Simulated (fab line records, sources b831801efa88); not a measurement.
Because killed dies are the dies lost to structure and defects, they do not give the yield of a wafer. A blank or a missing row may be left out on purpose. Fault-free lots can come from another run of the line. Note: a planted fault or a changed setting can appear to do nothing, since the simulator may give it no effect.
Comparing a struck lot with a sound one ; flow sky130 ; 20 out of 708 route steps
Sound: these wafers, L956.2, L956.3, L956.4. Struck: wafer L962.6. (L962.4, L962.5 of the same lot were not struck and are left out.) The cause comes at the end.
For every step that has rows: the tool of each side, followed by ch and its chambers, followed by its first start. Under that, the readings that differ: sound wafers ; struck wafers ; difference of the means ; sigmas: that difference in standard deviations of wafers without a fault.
alike: readings with means less than 2 such deviations apart, plus words and numbers identical on both sides. not compared: withheld readings, readings lacking a value on some wafer, bounds such as >300 that could conceal the same value, and numbers that have no deviation in the record and whose values overlap.
Wherever a step has rows on one side only, a row that says differs or no value, or a row with sigmas, the two part there. Non-overlapping numbers with no deviation appear without sigmas and do not part them. Lack of a reading on every wafer of one side parts them only where that side has two or more wafers.

SKY_SONOS_TUNNEL_TW_MEAS_12:
  struck on film metro-04, day 14 06:18; sound on film metro-04, day 12 09:06
  alike: SONOS_TUNNEL_TW
then, 2 steps without rows for these wafers: SKY_SONOS_TUNNEL_CLEAN_13 (cleans in dHF, time 20 s); SKY_SONOS_ONO_OXIDATION_00 (stabilise 600 s, purge 300 s, target thk 2.6 nm).
SKY_SONOS_ONO_THK_MEAS_01:
  struck on film metro-04, day 14 08:40; sound on film metro-04, day 12 11:19
  alike: SONOS_ONO_OXIDATION_THK
then, 1 step without rows for these wafers: SKY_SONOS_ONO_CVD_02 (deposits Si3N4 from DCS/NH3, target thk 10.5 nm, time 180 s).
SKY_SONOS_ONO_THK_MEAS_03:
  struck on film metro-03, day 14 10:27; sound on film metro-02, day 12 15:02
  alike: SONOS_ONO_CVD_02_THK
then, 1 step without rows for these wafers: SKY_SONOS_ONO_CVD_04 (deposits SiO2 from SiH4/N2O, target thk 5.7199 nm).
SKY_SONOS_ONO_THK_MEAS_05:
  struck on film metro-02, day 14 11:58; sound on film metro-04, day 12 16:58
  alike: SONOS_ONO_CVD_04_THK
then, 4 steps without rows for these wafers: SKY_SONOS_ONO_DEHYDRATE_06 (time 60 s); SKY_SONOS_ONO_HMDS_07 (prime time 60 s); SKY_SONOS_ONO_COAT_08 (resist thk 1140 nm); SKY_SONOS_ONO_SOFTBAKE_09 (time 60 s).
SKY_SONOS_ONO_EXPOSE_10: exposes mask ONOM, target cd 410 nm.
  sound on iline stepper-02 ch 0, day 13 06:05; struck on iline stepper-02 ch 0, day 15 01:05
  alike: mask
then, 2 steps without rows for these wafers: SKY_SONOS_ONO_PEB_11; SKY_SONOS_ONO_DEVELOP_12 (develop time 60 s).
SKY_SONOS_ONO_CD_MEAS_13: the cd target is 410 nm.
  struck on cd sem-02, day 15 14:49; sound on cd sem-01, day 13 18:29
reading;sound;struck;difference;sigmas
cd nm (nm);413.6 412.5 415.3;386.1;-27.7;-13
SKY_SONOS_ONO_OVL_MEAS_14:
  struck on overlay-01, day 15 14:54; sound on overlay-01, day 13 18:35
reading;sound;struck;difference;sigmas
SONOS_ONO_OVL (nm);-1.0 -2.6 -2.7;3.5;+5.6;+4
SKY_SONOS_ONO_ETCH_15: etches the open film in CHF3/O2, target depth 19.52 nm, time 7.8 s.
  sound on rie diel-04 ch 0,2,3, day 13 18:37; struck on rie diel-04 ch 2, day 15 14:55
reading;sound;struck;difference;sigmas
model.SONOS_ONO.cd nm (nm);413.6 412.5 415.2;386.1;-27.7;
  alike: drypump motor current A, oes product au, throttle valve pct
  not compared: rf hours counter h
then, 1 step without rows for these wafers: SKY_SONOS_ONO_WET_ETCH_16 (etches SiO2 in dHF, target depth 14 nm, time 280 s).
-- the record jumps here: 33 days lie between the struck wafers' starts before and after (it left off in module SONOS_ONO and takes up again in module PAD_OPEN, whose first step shown is number 708 of the route) --
SKY_PAD_OPEN_PROBE_99:
  only the struck wafers here have rows in the record (prober-02, day 48 14:12); the sound ones have none

WHERE THEY PART
Last at SKY_PAD_OPEN_PROBE_99 as far as this record goes, first at SKY_SONOS_ONO_CD_MEAS_13.

WHY: whatever the simulator had introduced
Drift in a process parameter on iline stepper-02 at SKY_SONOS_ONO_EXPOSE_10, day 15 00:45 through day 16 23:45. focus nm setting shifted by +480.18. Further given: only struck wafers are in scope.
